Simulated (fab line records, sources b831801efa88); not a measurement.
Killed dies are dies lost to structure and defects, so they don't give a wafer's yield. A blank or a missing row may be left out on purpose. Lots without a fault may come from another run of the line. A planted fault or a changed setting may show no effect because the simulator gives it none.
A struck lot beside a sound one | flow sfq_line | 14 steps out of a route of 325
Sound: wafers L847.2, L847.4, L847.5. Struck: wafers L854.2, L854.4. The cause comes at the end.
At each step with rows: each side's tool, then ch and its chambers, then its first start. Under that, the readings that differ: sound wafers | struck wafers | difference of the means | sigmas: that difference in standard deviations of wafers without a fault.
alike: readings whose means differ by less than 2 such deviations, and words and numbers that are the same on both sides. not compared: withheld readings, readings that some wafer has no value for, bounds like >300 that may hide the same value, and numbers for which the record gives no deviation and whose values overlap.
The two part at a step that has a row with sigmas, a row that says differs or no value, or rows on one side only. Numbers that don't overlap but have no deviation are shown without sigmas and don't part them. A reading that every wafer of one side lacks parts them only if that side has two wafers or more.

first, 2 steps without rows for these wafers: SFQ_TRILAYER_I2_VIA_STRIP_SOLV_CLEAN_072 (cleans in NMP, time 600 s); SFQ_TRILAYER_M3_DEP_PRE_CLEAN_074 (time 22.5 s).
SFQ_TRILAYER_M3_DEP_SPUTTER_073: material Nb, target thk 200 nm, time 133.3 s.
  sound on pvd_sputter-03, day 23 21:57; struck on pvd_sputter-04, day 26 20:12
  alike: throttle_valve_pct
SFQ_M3_RS_MEAS_919: measures by four-point-probe.
  sound on film_metro-02, day 23 22:04; struck on film_metro-03, day 26 20:19
  alike: M3_NB_RS
then, 6 steps without rows for these wafers: SFQ_TRILAYER_M3_LITHO_COAT_080 (resist thk 62 nm); SFQ_TRILAYER_M3_LITHO_COAT_075 (resist thk 600 nm); SFQ_TRILAYER_M3_LITHO_SOFTBAKE_079; SFQ_TRILAYER_M3_LITHO_EXPOSE_076 (exposes mask M3, target cd 500 nm); SFQ_TRILAYER_M3_LITHO_PEB_078 (peb time 60 s); SFQ_TRILAYER_M3_LITHO_DEVELOP_077 (time 60 s).
-- the record jumps here: 4 days lie between the struck wafers' starts before and after --
SFQ_M3_OVL_MEAS_921:
  sound on overlay-02, day 28 14:31; struck on overlay-01, day 30 17:46
  reading     | sound  | struck | difference | sigmas
  M3_OVL (nm) | 7 12 6 | -8 -10 | -17        | -3
SFQ_TRILAYER_M3_BARC_OPEN_METAL_ETCH_100: etches BARC in O2, target depth 125 nm, time 41.7 s.
  sound on rie_metal-04 ch 0,1, day 28 14:32; struck on rie_metal-03 ch 0, day 30 17:47
  reading                                             | sound             | struck      | difference | sigmas
  drypump_motor_current_A (A)                         | 6.0 5.9 6.0       | 5.1 5.1     | -0.9       | -2
  oes_product_au (a.u.)                               | 0.681 0.687 0.683 | 0.814 0.815 | +0.131     | +29
  run_length_s (s)                                    | 70.2 70.8 69.5    | 61.5 61.0   | -8.9       | -9
  model.KrF_of_TRILAYER_M3_LITHO_COAT_075.thk_nm (nm) | 522.6 518.7 522.7 | 532.2 533   | +11.3      |
  not compared: rf_hours_counter_h
SFQ_TRILAYER_M3_ETCH_METAL_ETCH_078: etches Nb in Cl2/Ar, stops on SiO2, target depth 240 nm, time 120 s.
  sound on rie_metal-04 ch 0,1, day 28 14:36; struck on rie_metal-03 ch 0, day 30 17:51
  reading                                             | sound             | struck      | difference | sigmas
  drypump_motor_current_A (A)                         | 6.0 5.8 6.0       | 5.1 5.1     | -0.8       | -2
  model.KrF_of_TRILAYER_M3_LITHO_COAT_075.thk_nm (nm) | 379.4 373.5 379.7 | 385.2 387.4 | +8.8       |
  alike: oes_product_au, run_length_s
  not compared: rf_hours_counter_h
SFQ_TRILAYER_M3_STRIP_STRIP_079: strips in O2.
  sound on rie_metal-04 ch 0,1, day 28 14:43; struck on rie_metal-03 ch 0, day 30 17:58
  reading                     | sound       | struck  | difference | sigmas
  drypump_motor_current_A (A) | 6.0 5.8 6.0 | 5.1 5.1 | -0.8       | -2
  alike: oes_product_au
  not compared: rf_hours_counter_h

WHERE THEY PART
First at SFQ_M3_OVL_MEAS_921; last, within this record, at SFQ_TRILAYER_M3_STRIP_STRIP_079.

WHY: what the simulator had put in
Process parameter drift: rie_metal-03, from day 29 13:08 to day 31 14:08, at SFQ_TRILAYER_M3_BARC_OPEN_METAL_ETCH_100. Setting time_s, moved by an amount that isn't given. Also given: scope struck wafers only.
